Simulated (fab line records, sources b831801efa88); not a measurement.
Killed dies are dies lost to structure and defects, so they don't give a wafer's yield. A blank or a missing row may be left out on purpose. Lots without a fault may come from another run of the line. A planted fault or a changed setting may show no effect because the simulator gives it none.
fab line records | flow gf180mcu
record lots=24 wafers=72 last_day=34
route steps=602 shown V1@353 MIM@508 V5@543 TOP_METAL@571
lots that met no fault: from a run of the same line without faults
start_h: hours from the record's first day to the start of the lot's first wafer shown | wait_h: hours since the lot's step before | " the same as in the row above | L1.1+2: a row that stands for several wafers | - no value, or no start given | * or withheld: withheld | < > ~ a bound
route shown NAME@n: a module of which the file shows steps, and the number in the route of the first | usual: mean/standard deviation of fault-free wafers | same: alike in all rows | chamber/n: place in a boat | sites: the reading at each site | _std_site: their standard deviation | _edge_site: outer sites' mean less inner sites' | radius_mm: how far each site lies from the wafer's centre | mask NAME#n: copy n | behind: the tool/chamber that last shaped the wafer | hold: why the lot was held/for how many hours/how that ended | device: the transistor (n, p or np) that didn't switch | end of line: the same wafers' tests at the end of the route | a step without rows: its recipe alone | killed: dies lost to structure and defects at the first sort, not the wafer's yield | map: a wafer's dies, x killed, . not, _ none there
set.NAME: the setting as run; set.NAME@STEP: as run at that earlier step | model.NAME: the simulator's own value behind a step, which no gauge read
steps of the route over a sample of lots; a table a step, a row a wafer
services: from which hour (start_h, from the record's first day; less than 0 if before it) a tool's chamber was out of use, for how many hours, and why
## steps
# step GF_V1_STRIP_18
# recipe chemistry=O2/N2 power_w=1400 pressure_mtorr=1500 platen_temp_c=250 o2_flow_sccm=3000 n2_flow_sccm=300 overash_fraction=0.5
# usual drypump_motor_current_A=5.7/0.36 heater_power_w=345/31 oes_product_au=0.594/0.0047
# columns lot.wafer tool chamber start_h wait_h drypump_motor_current_A heater_power_w oes_product_au rf_hours_counter_h
L074.2 plasma_asher-01 1 410.53 - 6.1 397 0.592 31
L074.3 " 0 " " 5.6 319 0.592 -
L074.5 " 1 " " 6.1 399 0.596 -
L075.1 plasma_asher-03 0 416.43 - 5.9 356 0.585 59
L075.3 " 0 " " 5.9 359 0.594 -
L075.5 " 0 " " 5.9 359 0.591 -
L076.1 plasma_asher-02 0 433.23 - 6.2 306 0.592 0
L076.3 " 0 " " 6.2 303 0.594 -
L076.4 " 1 " " 5.4 338 0.591 -
L077.1 plasma_asher-03 0 439.06 - 5.9 363 0.591 62
L077.2 " 1 " " 5.3 367 0.593 62
L077.4 " 1 " " 5.2 363 0.585 -
L078.3 plasma_asher-01 0 447.43 - 5.6 328 0.591 -
L078.4 " 1 " " 6.1 393 0.589 -
L078.5 " 0 " " 5.6 329 0.587 -
L079.1 plasma_asher-03 1 453.80 - 5.3 367 0.594 63
L079.3 " 1 " " 5.3 371 0.602 -
L079.5 " 1 " " 5.3 361 0.591 -
L080.1 plasma_asher-01 1 468.09 - 6.1 387 0.596 38
L080.3 " 1 " " 6.1 392 0.592 -
L080.4 " 0 " " 5.6 323 0.591 -
L081.2 plasma_asher-02 1 479.64 - 5.4 333 0.599 5
L081.4 " 0 " " 6.2 303 0.584 -
L081.5 " 1 " " 5.4 331 0.587 -
L082.1 plasma_asher-03 0 484.99 - 5.9 356 0.586 66
L082.3 " 0 " " 5.9 365 0.591 -
L082.6 " 0 " " 5.9 361 0.602 -
L083.1 plasma_asher-02 1 488.96 - 5.4 342 0.588 6
L083.3 " 1 " " 5.3 335 0.590 -
L083.6 " 0 " " 6.2 308 0.599 -
L084.2 plasma_asher-02 0 505.94 - 6.2 301 0.587 8
L084.5 " 1 " " 5.4 336 0.595 -
L084.6 " 0 " " 6.2 304 0.592 -
L085.1 plasma_asher-01 0 511.31 - 5.6 325 0.598 42
L085.3 " 1 " " 6.1 394 0.591 -
L085.6 " 1 " " 6.1 392 0.585 -
L086.1 plasma_asher-02 0 527.38 - 6.2 302 0.590 10
L086.2 " 1 " " 5.4 332 0.601 10
L086.3 " 0 " " 6.2 296 0.592 -
L087.3 plasma_asher-01 0 530.99 - 5.6 320 0.594 -
L087.5 " 1 " " 6.1 393 0.593 -
L087.6 " 0 " " 5.6 315 0.597 -
L088.1 plasma_asher-02 1 542.88 - 5.4 327 0.591 12
L088.4 " 1 " " 5.4 323 0.605 -
L088.5 " 0 " " 6.2 304 0.588 -
L089.1 plasma_asher-03 0 553.21 - 5.9 363 0.597 74
L089.5 " 1 " " 5.3 372 0.597 -
L089.6 " 0 " " 5.9 359 0.592 -
L090.3 plasma_asher-01 1 559.42 - 6.1 395 0.597 -
L090.5 " 0 " " 5.6 333 0.602 -
L090.6 " 1 " " 6.1 397 0.588 -
L091.1 plasma_asher-03 0 561.38 - 5.9 366 0.593 75
L091.2 " 1 " " 5.3 366 0.599 75
L091.5 " 0 " " 5.9 364 0.588 -
L092.1 plasma_asher-01 1 576.49 - 6.1 396 0.598 49
L092.3 " 0 " " 5.6 319 0.591 -
L092.6 " 0 " " 5.6 335 0.592 -
L093.1 plasma_asher-02 0 580.79 - 6.2 298 0.597 16
L093.2 " 1 " " 5.4 333 0.594 16
L093.4 " 1 " " 5.4 330 0.599 -
L094.1 plasma_asher-03 0 583.38 - 5.9 353 0.599 77
L094.2 " 1 " " 5.3 365 0.601 77
L094.4 " 0 " " 5.9 353 0.593 -
L095.1 plasma_asher-02 0 587.68 - 6.2 295 0.592 17
L095.3 " 1 " " 5.4 326 0.593 -
L095.6 " 1 " " 5.4 324 0.601 -
L096.1 plasma_asher-03 0 599.41 - 5.9 355 0.593 79
L096.2 " 1 " " 5.2 365 0.596 79
L096.3 " 0 " " 5.9 362 0.593 -
L097.4 plasma_asher-02 0 605.78 - 6.2 300 0.599 -
L097.5 " 1 " " 5.4 334 0.594 -
L097.6 " 0 " " 6.2 310 0.588 -
# step GF_MIM_CVD_05
# recipe material=Si3N4 target_thk_nm=42 temp_max_c=400 temp_c=385 time_s=29.086 rf_w=450
# usual heater_power_outer_w=392/84 heater_power_w=661/85
# columns lot.wafer tool chamber start_h wait_h heater_power_outer_w heater_power_w
L074.2 pecvd-02 2 562.51 0.0 349 678
L074.3 " 1 " " 324 591
L074.5 " 2 " " 371 674
L075.1 pecvd-04 1 564.76 0.0 536 864
L075.3 " 0 " " 353 572
L075.5 " 2 " " 303 561
L076.1 pecvd-04 2 584.61 0.0 262 504
L076.3 " 1 " " 486 778
L076.4 " 0 " " 399 667
L077.1 pecvd-04 2 587.43 0.0 277 530
L077.2 " 0 " " 399 653
L077.4 " 1 " " 529 826
L078.3 pecvd-02 1 599.67 0.0 300 564
L078.4 " 0 " " 449 618
L078.5 " 1 " " 308 573
L079.1 pecvd-02 0 601.66 0.0 452 646
L079.3 " 1 " " 374 669
L079.5 " 1 " " 375 664
L080.1 pecvd-01 0 613.11 0.0 315 575
L080.3 " 2 " " 387 692
L080.4 " 0 " " 314 573
L081.2 pecvd-04 0 625.61 0.0 344 566
L081.4 " 2 " " 268 519
L081.5 " 0 " " 348 566
L082.1 pecvd-01 2 628.69 0.0 418 716
L082.3 " 1 " " 447 758
L082.6 " 2 " " 420 714
L083.1 pecvd-04 0 632.98 0.0 395 651
L083.3 " 2 " " 321 576
L083.6 " 0 " " 395 659
L084.2 pecvd-02 2 648.63 0.0 351 661
L084.5 " 1 " " 365 638
L084.6 " 0 " " 481 699
L085.1 pecvd-02 2 653.15 0.0 327 636
L085.3 " 0 " " 497 695
L085.6 " 0 " " 501 702
L086.1 pecvd-02 2 663.49 0.0 375 687
L086.2 " 0 " " 546 763
L086.3 " 1 " " 386 680
L087.3 pecvd-04 1 668.68 0.0 561 884
L087.5 " 1 " " 451 725
L087.6 " 2 " " 246 498
L088.1 pecvd-02 1 678.64 0.0 350 635
L088.4 " 2 " " 283 574
L088.5 " 1 " " 347 640
L089.1 pecvd-02 2 686.49 0.0 333 634
L089.5 " 1 " " 305 566
L089.6 " 0 " " 513 705
L090.3 pecvd-04 0 692.48 0.0 421 653
L090.5 " 0 " " 417 650
L090.6 " 2 " " 296 563
L091.1 pecvd-01 0 695.55 0.0 392 673
L091.2 " 1 " " 357 631
L091.5 " 1 " " 365 629
L092.1 pecvd-02 1 706.14 0.0 374 644
L092.3 " 2 " " 354 660
L092.6 " 0 " " 531 724
L093.1 pecvd-02 0 709.77 0.0 468 649
L093.2 " 1 " " 305 569
L093.4 " 0 " " 459 653
L094.1 pecvd-02 0 714.45 0.0 562 728
L094.2 " 2 " " 308 611
L094.4 " 1 " " 333 601
L095.1 pecvd-04 0 718.68 0.0 402 664
L095.3 " 1 " " 514 821
L095.6 " 0 " " 413 663
L096.1 pecvd-01 2 726.23 0.0 399 686
L096.2 " 0 " " 360 641
L096.3 " 1 " " 425 741
L097.4 pecvd-01 2 733.75 0.0 356 624
L097.5 " 2 " " 357 640
L097.6 " 1 " " 454 763
# step GF_MIM_STRIP_20
# recipe chemistry=O2/N2 power_w=1400 pressure_mtorr=1500 platen_temp_c=250 o2_flow_sccm=3000 n2_flow_sccm=300 overash_fraction=0.5
# usual drypump_motor_current_A=5.6/0.33 heater_power_w=341/22 oes_product_au=0.691/0.0047 strip_time_to_endpoint_s=11.20/0.039
# columns lot.wafer tool chamber start_h wait_h drypump_motor_current_A heater_power_w oes_product_au rf_hours_counter_h strip_time_to_endpoint_s
L074.2 plasma_asher-04 1 584.40 0.1 5.4 342 0.697 96 11.27
L074.3 " 1 " " 5.4 337 0.688 - 11.30
L074.5 " 1 " " 5.5 331 0.695 - 11.28
L075.1 plasma_asher-02 0 586.52 0.0 6.2 301 0.689 17 11.15
L075.3 " 0 " " 6.2 311 0.685 - 11.16
L075.5 " 0 " " 6.2 304 0.691 - 11.15
L076.1 plasma_asher-03 1 606.17 0.0 5.3 368 0.697 80 11.19
L076.3 " 1 " " 5.3 360 0.694 - 11.20
L076.4 " 0 " " 5.9 365 0.687 - 11.20
L077.1 plasma_asher-02 1 608.48 0.0 5.4 337 0.690 19 11.13
L077.2 " 0 " " 6.2 303 0.691 19 11.20
L077.4 " 0 " " 6.2 301 0.693 - 11.20
L078.3 plasma_asher-04 1 620.60 0.1 5.5 337 0.691 - 11.15
L078.4 " 0 " " 5.5 345 0.689 - 11.20
L078.5 " 0 " " 5.5 338 0.684 - 11.18
L079.1 plasma_asher-04 0 622.62 0.0 5.5 334 0.693 99 11.19
L079.3 " 1 " " 5.4 340 0.686 - 11.19
L079.5 " 1 " " 5.4 335 0.687 - 11.19
L080.1 plasma_asher-03 0 633.77 0.0 5.9 360 0.692 82 11.20
L080.3 " 1 " " 5.3 368 0.688 - 11.14
L080.4 " 0 " " 5.9 362 0.688 - 11.21
L081.2 plasma_asher-04 0 646.27 0.0 5.5 338 0.688 102 11.16
L081.4 " 1 " " 5.5 335 0.685 - 11.13
L081.5 " 0 " " 5.5 344 0.698 - 11.22
L082.1 plasma_asher-04 1 648.47 0.0 5.5 336 0.697 102 11.28
L082.3 " 1 " " 5.5 334 0.694 - 11.22
L082.6 " 0 " " 5.5 345 0.697 - 11.26
L083.1 plasma_asher-03 1 652.84 0.1 5.3 370 0.698 84 11.20
L083.3 " 1 " " 5.3 368 0.691 - 11.17
L083.6 " 1 " " 5.3 369 0.692 - 11.18
L084.2 plasma_asher-03 1 668.79 0.1 5.2 357 0.698 86 11.27
L084.5 " 1 " " 5.3 367 0.695 - 11.27
L084.6 " 0 " " 5.9 356 0.693 - 11.22
L085.1 plasma_asher-03 0 672.69 0.1 5.9 355 0.685 87 11.17
L085.3 " 0 " " 5.9 364 0.695 - 11.14
L085.6 " 1 " " 5.3 379 0.683 - 11.18
L086.1 plasma_asher-02 1 682.85 0.1 5.4 333 0.696 29 11.19
L086.2 " 0 " " 6.2 299 0.697 29 11.22
L086.3 " 0 " " 6.2 300 0.689 - 11.19
L087.3 plasma_asher-02 1 687.86 0.1 5.4 329 0.683 - 11.24
L087.5 " 1 " " 5.3 335 0.678 - 11.24
L087.6 " 0 " " 6.1 303 0.690 - 11.19
L088.1 plasma_asher-03 1 697.48 0.0 5.3 371 0.689 90 11.20
L088.4 " 0 " " 5.9 343 0.692 - 11.20
L088.5 " 1 " " 5.3 359 0.699 - 11.24
L089.1 plasma_asher-02 1 705.02 0.0 5.3 329 0.693 31 11.26
L089.5 " 0 " " 6.2 306 0.694 - 11.19
L089.6 " 1 " " 5.3 326 0.686 - 11.26
L090.3 plasma_asher-02 1 711.05 0.1 5.4 334 0.693 - 11.24
L090.5 " 0 " " 6.2 299 0.693 - 11.20
L090.6 " 1 " " 5.4 327 0.687 - 11.18
L091.1 plasma_asher-02 1 713.78 0.0 5.4 334 0.694 32 11.22
L091.2 " 0 " " 6.2 311 0.697 32 11.27
L091.5 " 0 " " 6.2 295 0.687 - 11.24
L092.1 plasma_asher-04 1 724.22 0.0 5.4 338 0.690 107 11.22
L092.3 " 1 " " 5.4 335 0.696 - 11.19
L092.6 " 1 " " 5.5 340 0.701 - 11.22
L093.1 plasma_asher-02 1 727.37 0.0 5.3 332 0.684 33 11.13
L093.2 " 0 " " 6.2 298 0.690 33 11.17
L093.4 " 1 " " 5.3 330 0.687 - 11.15
L094.1 plasma_asher-03 1 732.72 0.0 5.3 370 0.688 93 11.21
L094.2 " 0 " " 5.9 356 0.690 93 11.21
L094.4 " 0 " " 5.9 363 0.688 - 11.19
L095.1 plasma_asher-03 1 736.02 0.0 5.2 368 0.697 94 11.20
L095.3 " 0 " " 5.9 350 0.696 - 11.23
L095.6 " 0 " " 5.9 361 0.691 - 11.16
L096.1 plasma_asher-04 0 743.37 0.0 5.5 367 0.688 0 11.20
L096.2 " 1 " " 5.4 326 0.688 0 11.17
L096.3 " 0 " " 5.5 369 0.692 - 11.20
L097.4 plasma_asher-03 1 750.75 0.1 5.2 372 0.691 - 11.22
L097.5 " 0 " " 5.9 357 0.688 - 11.22
L097.6 " 1 " " 5.3 366 0.688 - 11.18
# step GF_V5_THK_MEAS_03
# recipe reads=SiO2_of_V5_CVD_02
# usual V5_CVD_02_THK=1451/20
# columns lot.wafer tool chamber start_h wait_h V5_CVD_02_THK[nm]
L074.2 film_metro-03 - 607.19 0.1 1435
L074.3 " - " " 1434
L074.5 " - " " 1460
L075.1 film_metro-03 - 609.19 0.1 1405
L075.3 " - " " 1423
L075.5 " - " " 1445
L076.1 film_metro-02 - 628.22 0.1 1441
L076.3 " - " " 1449
L076.4 " - " " 1471
L077.1 film_metro-04 - 630.86 0.1 1430
L077.2 " - " " 1434
L077.4 " - " " 1461
L078.3 film_metro-02 - 641.03 0.1 1433
L078.4 " - " " 1451
L078.5 " - " " 1447
L079.1 film_metro-03 - 643.63 0.1 1445
L079.3 " - " " 1430
L079.5 " - " " 1464
L080.1 film_metro-03 - 654.97 0.1 1444
L080.3 " - " " 1443
L080.4 " - " " 1454
L081.2 film_metro-03 - 667.66 0.1 1441
L081.4 " - " " 1467
L081.5 " - " " 1471
L082.1 film_metro-02 - 669.88 0.1 1434
L082.3 " - " " 1459
L082.6 " - " " 1453
L083.1 film_metro-02 - 673.25 0.1 1416
L083.3 " - " " 1431
L083.6 " - " " 1461
L084.2 film_metro-03 - 689.60 0.1 1434
L084.5 " - " " 1456
L084.6 " - " " 1464
L085.1 film_metro-03 - 693.02 0.1 1437
L085.3 " - " " 1448
L085.6 " - " " 1452
L086.1 film_metro-02 - 701.90 0.1 1477
L086.2 " - " " 1456
L086.3 " - " " 1441
L087.3 film_metro-03 - 707.81 0.1 1448
L087.5 " - " " 1477
L087.6 " - " " 1458
L088.1 film_metro-02 - 716.95 0.1 1431
L088.4 " - " " 1514
L088.5 " - " " 1488
L089.1 film_metro-03 - 724.27 0.1 1420
L089.5 " - " " 1428
L089.6 " - " " 1433
L090.3 film_metro-03 - 729.69 0.1 1447
L090.5 " - " " 1465
L090.6 " - " " 1466
L091.1 film_metro-03 - 732.81 0.1 1434
L091.2 " - " " 1445
L091.5 " - " " 1483
L092.1 film_metro-03 - 742.98 0.1 1446
L092.3 " - " " 1442
L092.6 " - " " 1446
L093.1 film_metro-04 - 745.70 0.1 1457
L093.2 " - " " 1427
L093.4 " - " " 1451
L094.1 film_metro-02 - 751.27 0.1 1447
L094.2 " - " " 1437
L094.4 " - " " 1451
L095.1 film_metro-03 - 754.62 0.1 1410
L095.3 " - " " 1442
L095.6 " - " " 1452
L096.1 film_metro-03 - 761.50 0.1 1498
L096.2 " - " " 1453
L096.3 " - " " 1451
L097.4 film_metro-03 - 768.68 0.0 1485
L097.5 " - " " 1522
L097.6 " - " " 1470
# step GF_V5_ETCH_16
# recipe chemistry=N2/H2 target_depth_a=withheld overetch_a=withheld time_s=withheld target=BARC ion_energy_ev=200 source_w=500 bias_w=100 pressure_mtorr=30 n2_flow_sccm=100 h2_flow_sccm=200
# usual drypump_motor_current_A=5.8/0.5 oes_product_au=0.854/0.0049 throttle_valve_pct=13.225/0.0097
# columns lot.wafer tool chamber start_h wait_h drypump_motor_current_A oes_product_au throttle_valve_pct
L074.2 rie_diel-04 3 628.41 0.0 5.2 0.855 13.226
L074.3 " 1 " " 5.3 0.855 13.227
L074.5 " 1 " " 5.3 0.863 13.221
L075.1 rie_diel-02 3 630.83 0.0 6.0 0.856 13.215
L075.3 " 0 " " 5.1 0.841 13.209
L075.5 " 1 " " 5.3 0.844 13.232
L076.1 rie_diel-04 0 648.41 0.0 6.1 0.849 13.226
L076.3 " 3 " " 5.2 0.851 13.219
L076.4 " 3 " " 5.2 0.857 13.217
L077.1 rie_diel-04 0 651.69 0.0 6.1 0.856 13.229
L077.2 " 3 " " 5.2 0.854 13.211
L077.4 " 2 " " 6.0 0.862 13.212
L078.3 rie_diel-01 3 661.26 0.0 6.5 0.861 13.223
L078.4 " 3 " " 6.5 0.855 13.228
L078.5 " 0 " " 5.6 0.856 13.238
L079.1 rie_diel-04 2 663.93 0.0 6.0 0.849 13.219
L079.3 " 3 " " 5.2 0.859 13.233
L079.5 " 3 " " 5.2 0.855 13.233
L080.1 rie_diel-04 0 675.13 0.0 6.2 0.858 13.240
L080.3 " 1 " " 5.3 0.858 13.223
L080.4 " 2 " " 6.0 0.854 13.239
L081.2 rie_diel-02 1 686.70 0.0 5.3 0.851 13.220
L081.4 " 2 " " 6.6 0.849 13.220
L081.5 " 0 " " 5.1 0.860 13.208
L082.1 rie_diel-02 3 689.66 0.0 6.0 0.844 13.220
L082.3 " 2 " " 6.6 0.864 13.213
L082.6 " 1 " " 5.3 0.852 13.232
L083.1 rie_diel-02 2 693.00 0.0 6.6 0.859 13.223
L083.3 " 1 " " 5.3 0.860 13.220
L083.6 " 3 " " 6.0 0.848 13.215
L084.2 rie_diel-04 3 708.88 0.0 5.2 0.858 13.225
L084.5 " 1 " " 5.4 0.853 13.222
L084.6 " 0 " " 6.2 0.861 13.215
L085.1 rie_diel-04 2 712.20 0.0 6.0 0.865 13.222
L085.3 " 0 " " 6.2 0.852 13.221
L085.6 " 0 " " 6.1 0.848 13.238
L086.1 rie_diel-04 0 719.86 0.0 6.1 0.860 13.216
L086.2 " 2 " " 6.0 0.857 13.230
L086.3 " 1 " " 5.3 0.862 13.215
L087.3 rie_diel-01 3 726.11 0.0 6.5 0.855 13.238
L087.5 " 0 " " 5.6 0.853 13.236
L087.6 " 3 " " 6.5 0.853 13.212
L088.1 rie_diel-02 1 734.83 0.0 5.3 0.851 13.231
L088.4 " 3 " " 6.0 0.860 13.232
L088.5 " 3 " " 6.0 0.852 13.224
L089.1 rie_diel-01 2 742.45 0.0 5.8 0.862 13.226
L089.5 " 3 " " 6.5 0.855 13.234
L089.6 " 0 " " 5.6 0.845 13.227
L090.3 rie_diel-04 3 747.11 0.0 5.1 0.857 13.230
L090.5 " 3 " " 5.1 0.854 13.230
L090.6 " 0 " " 6.1 0.861 13.225
L091.1 rie_diel-02 3 750.73 0.0 6.0 0.848 13.227
L091.2 " 1 " " 5.4 0.848 13.208
L091.5 " 0 " " 5.1 0.857 13.229
L092.1 rie_diel-01 2 760.16 0.0 5.8 0.851 13.230
L092.3 " 0 " " 5.6 0.849 13.240
L092.6 " 1 " " 6.5 0.854 13.231
L093.1 rie_diel-01 1 762.51 0.0 6.5 0.855 13.253
L093.2 " 2 " " 5.8 0.850 13.207
L093.4 " 1 " " 6.5 0.852 13.215
L094.1 rie_diel-01 0 768.35 0.0 5.6 0.856 13.222
L094.2 " 3 " " 6.5 0.856 13.236
L094.4 " 2 " " 5.8 0.855 13.235
L095.1 rie_diel-04 3 771.12 0.0 5.1 0.861 13.222
L095.3 " 1 " " 5.3 0.857 13.228
L095.6 " 3 " " 5.2 0.851 13.223
L096.1 rie_diel-01 3 778.20 0.0 6.5 0.852 13.230
L096.2 " 0 " " 5.6 0.852 13.222
L096.3 " 2 " " 5.9 0.845 13.224
L097.4 rie_diel-02 3 784.72 0.0 6.0 0.854 13.216
L097.5 " 3 " " 6.0 0.853 13.240
L097.6 " 2 " " 6.5 0.850 13.237
# step GF_TOP_METAL_SPUTTER_04
# recipe material=TiN target_thk_nm=25 power_w=6500 time_s=20.8 chamber_pressure_pa=0.4085
# usual throttle_valve_pct=30.4/0.72
# columns lot.wafer tool chamber start_h wait_h throttle_valve_pct
L074.2 pvd_sputter-02 - 630.32 0.0 31.2
L074.3 " - " " 29.9
L074.5 " - " " 31.6
L075.1 pvd_sputter-03 - 632.40 0.0 29.4
L075.3 " - " " 29.4
L075.5 " - " " 31.9
L076.1 pvd_sputter-03 - 650.01 0.0 29.6
L076.3 " - " " 31.9
L076.4 " - " " 30.6
L077.1 pvd_sputter-04 - 653.26 0.0 30.9
L077.2 " - " " 30.8
L077.4 " - " " 30.2
L078.3 pvd_sputter-02 - 662.83 0.0 31.3
L078.4 " - " " 30.6
L078.5 " - " " 29.7
L079.1 pvd_sputter-03 - 665.50 0.0 30.1
L079.3 " - " " 31.6
L079.5 " - " " 29.3
L080.1 pvd_sputter-02 - 676.70 0.0 30.7
L080.3 " - " " 30.1
L080.4 " - " " 30.0
L081.2 pvd_sputter-03 - 688.28 0.0 29.4
L081.4 " - " " 30.1
L081.5 " - " " 29.3
L082.1 pvd_sputter-04 - 691.26 0.0 29.9
L082.3 " - " " 30.1
L082.6 " - " " 30.3
L083.1 pvd_sputter-04 - 694.58 0.0 30.2
L083.3 " - " " 31.1
L083.6 " - " " 30.0
L084.2 pvd_sputter-04 - 710.57 0.0 29.6
L084.5 " - " " 30.4
L084.6 " - " " 30.9
L085.1 pvd_sputter-03 - 714.12 0.0 31.6
L085.3 " - " " 29.4
L085.6 " - " " 30.1
L086.1 pvd_sputter-02 - 721.44 0.0 30.0
L086.2 " - " " 30.6
L086.3 " - " " 30.0
L087.3 pvd_sputter-03 - 727.68 0.0 29.3
L087.5 " - " " 29.3
L087.6 " - " " 30.0
L088.1 pvd_sputter-04 - 736.40 0.0 30.4
L088.4 " - " " 30.3
L088.5 " - " " 29.8
L089.1 pvd_sputter-02 - 744.03 0.0 31.3
L089.5 " - " " 31.3
L089.6 " - " " 30.0
L090.3 pvd_sputter-02 - 748.70 0.0 30.8
L090.5 " - " " 30.7
L090.6 " - " " 30.0
L091.1 pvd_sputter-02 - 752.30 0.0 31.6
L091.2 " - " " 30.1
L091.5 " - " " 31.3
L092.1 pvd_sputter-02 - 761.73 0.0 30.5
L092.3 " - " " 29.8
L092.6 " - " " 30.1
L093.1 pvd_sputter-02 - 764.08 0.0 31.5
L093.2 " - " " 30.7
L093.4 " - " " 31.6
L094.1 pvd_sputter-04 - 769.92 0.0 30.5
L094.2 " - " " 30.1
L094.4 " - " " 29.9
L095.1 pvd_sputter-03 - 772.76 0.0 29.6
L095.3 " - " " 31.6
L095.6 " - " " 29.6
L096.1 pvd_sputter-04 - 779.81 0.0 30.5
L096.2 " - " " 29.9
L096.3 " - " " 30.8
L097.4 pvd_sputter-02 - 786.45 0.0 29.9
L097.5 " - " " 29.7
L097.6 " - " " 29.9
## services
# columns tool chamber start_h hours kind
pecvd-04 - 409.42 0.7 repair
pecvd-02 - 419.80 2.8 pm
rie_diel-04 3 421.20 8.3 repair
plasma_asher-02 - 421.25 9.0 pm
pecvd-02 0 424.71 5.1 repair
rie_diel-04 2 437.70 2.9 repair
pecvd-04 - 445.41 14.6 pm
pecvd-04 2 460.35 4.5 repair
pvd_sputter-02 - 467.37 4.0 repair
pecvd-04 - 471.22 1.2 repair
pvd_sputter-02 - 481.74 8.2 repair
pecvd-04 2 504.30 6.3 repair
pecvd-04 - 513.48 0.7 repair
rie_diel-04 1 552.32 9.9 repair
pvd_sputter-02 - 592.48 2.3 repair
rie_diel-04 3 600.01 1.9 repair
plasma_asher-03 - 625.62 6.0 repair
rie_diel-04 1 637.07 18.3 repair
plasma_asher-02 - 652.46 2.8 pm
pvd_sputter-02 - 655.99 6.3 repair
pecvd-02 - 690.57 1.7 repair
pecvd-02 1 692.36 4.8 repair
rie_diel-04 3 722.82 3.3 repair
pecvd-02 1 784.16 19.6 repair
## key
fault none
